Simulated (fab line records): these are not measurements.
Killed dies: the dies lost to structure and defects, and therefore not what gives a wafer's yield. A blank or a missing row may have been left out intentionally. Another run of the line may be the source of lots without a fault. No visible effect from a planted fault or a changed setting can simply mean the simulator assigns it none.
Split-lot study | flow gf180mcu | 5 lots, 23 wafers read, on a route of 602 steps

== SPLIT DETAILS ==
At GF_VT_IMPLANT_IMPLANT_08, the setting energy_kev was moved away from the recipe's 20 on 11 of the 23 wafers read, by -5.7% to +5.7%. This setting was run at the recipe's value on the other wafers.

== THE PATH FROM SPLIT TO READING: the file shows 1 step between them ==
- GF_VT_IMPLANT_STRIP_09: strips in O2/N2

== THE READING ==
VT_IMPLANT_TW, at GF_VT_IMPLANT_TW_MEAS_10. A value of 567 with a standard deviation of 3.7 is what fault-free wafers of this fab line usually give.

wafer  | tool, chamber at the split | energy_kev as run | against the recipe | VT_IMPLANT_TW | against lot-mates on the recipe
L076.1 | implanter-02, 0            | 21.15             | +5.7%              | 576           | +4
L076.2 | implanter-02, 0            | 20                | recipe             | 567           | -
L076.3 | implanter-02, 0            | 21.15             | +5.7%              | 578           | +6
L076.4 | implanter-02, 0            | 20                | recipe             | 575           | -
L076.6 | implanter-02, 0            | 20                | recipe             | 573           | -
L079.2 | implanter-02, 0            | 20                | recipe             | 560           | -
L079.4 | implanter-02, 0            | 20                | recipe             | 565           | -
L079.5 | implanter-02, 0            | 20                | recipe             | 561           | -
L081.1 | implanter-04, 0            | 20.78             | +3.9%              | 572           | +6
L081.2 | implanter-04, 0            | 20                | recipe             | 568           | -
L081.3 | implanter-04, 0            | 20.78             | +3.9%              | 572           | +6
L081.4 | implanter-04, 0            | 20.78             | +3.9%              | 570           | +4
L081.6 | implanter-04, 0            | 20                | recipe             | 565           | -
L080.1 | implanter-03, 0            | 20                | recipe             | 569           | -
L080.2 | implanter-03, 0            | 18.92             | -5.4%              | 558           | -11
L080.3 | implanter-03, 0            | 18.92             | -5.4%              | 561           | -8
L080.5 | implanter-03, 0            | 20                | recipe             | 569           | -
L080.6 | implanter-03, 0            | 18.92             | -5.4%              | 560           | -9
L083.1 | implanter-03, 0            | 18.85             | -5.7%              | 556           | -13
L083.2 | implanter-03, 0            | 18.85             | -5.7%              | 561           | -8
L083.4 | implanter-03, 0            | 20                | recipe             | 570           | -
L083.5 | implanter-03, 0            | 18.85             | -5.7%              | 560           | -9
L083.6 | implanter-03, 0            | 20                | recipe             | 568           | -

FIT RESULTS
A straight line over all 23 wafers: VT_IMPLANT_TW changes by +1.43 for each +1% of energy_kev; r = +0.84; the points scatter about the line by 3.4.
The same after taking each lot's own level away (the mean of its wafers on the recipe; 23 wafers): +1.45 for each +1%; r = +0.93; scatter 2.2.
The reading moves by 8.4 for the largest change in energy_kev, on that fit.
The lots' own levels span 562.0 to 571.7, that is 2.6 times the standard deviation above.
The two slopes agree, so the slope changes little with the lot-to-lot level.
Check: with one of the wafers moved furthest among these (+5.7%) left out of the fit, the line predicts +8.26 for it against its lot-mates. It came out at +4.33 against them.

== THESE WAFERS: OTHER SPLITS ==
Note: prior to the reading, these wafers also went through further splits. Each is held against what the fit with the lots' levels taken away leaves over:
other split on the same wafers   | wafers away from the commonest value | r with VT_IMPLANT_TW (lot level and that fit taken away)
GF_STI_OXIDATION_01 ox_time_s    | 15                                   | +0.10
GF_STI_WET_ETCH_17 time_s        | 10                                   | -0.02
GF_STI_WET_ETCH_26 time_s        | 18                                   | -0.09
GF_DNWELL_IMPLANT_07 dose_cm2    | 9                                    | -0.04
GF_NWELL_COAT_02 spin_rpm        | 10                                   | -0.14
GF_LVPWELL_COAT_02 resist_thk_nm | 7                                    | -0.13
GF_LVPWELL_EXPOSE_04 dose_mj     | 10                                   | +0.05
GF_MVSD_IMPLANT_08 dose_cm2      | 9                                    | -0.27

== THE WHOLE CHAIN: every reading that the file lists as answering this split, in the file's order ==
step                     | what it does | reading                                                         | change (the file's fit)                | r (the file's)
GF_VT_IMPLANT_IMPLANT_08 |              | implant.rp_nm (the simulator's own value, which no gauge read)  | +0.134 nm for each +1% of the setting  | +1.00
GF_VT_IMPLANT_IMPLANT_08 |              | implant.drp_nm (the simulator's own value, which no gauge read) | +0.0686 nm for each +1% of the setting | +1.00
GF_VT_IMPLANT_TW_MEAS_10 |              | VT_IMPLANT_TW                                                   | +1.45 for each +1% of the setting      | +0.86

== THE FILE'S OWN FIT ==
VT_IMPLANT_TW changes by +1.45 for each +1% of energy_kev, r = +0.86.
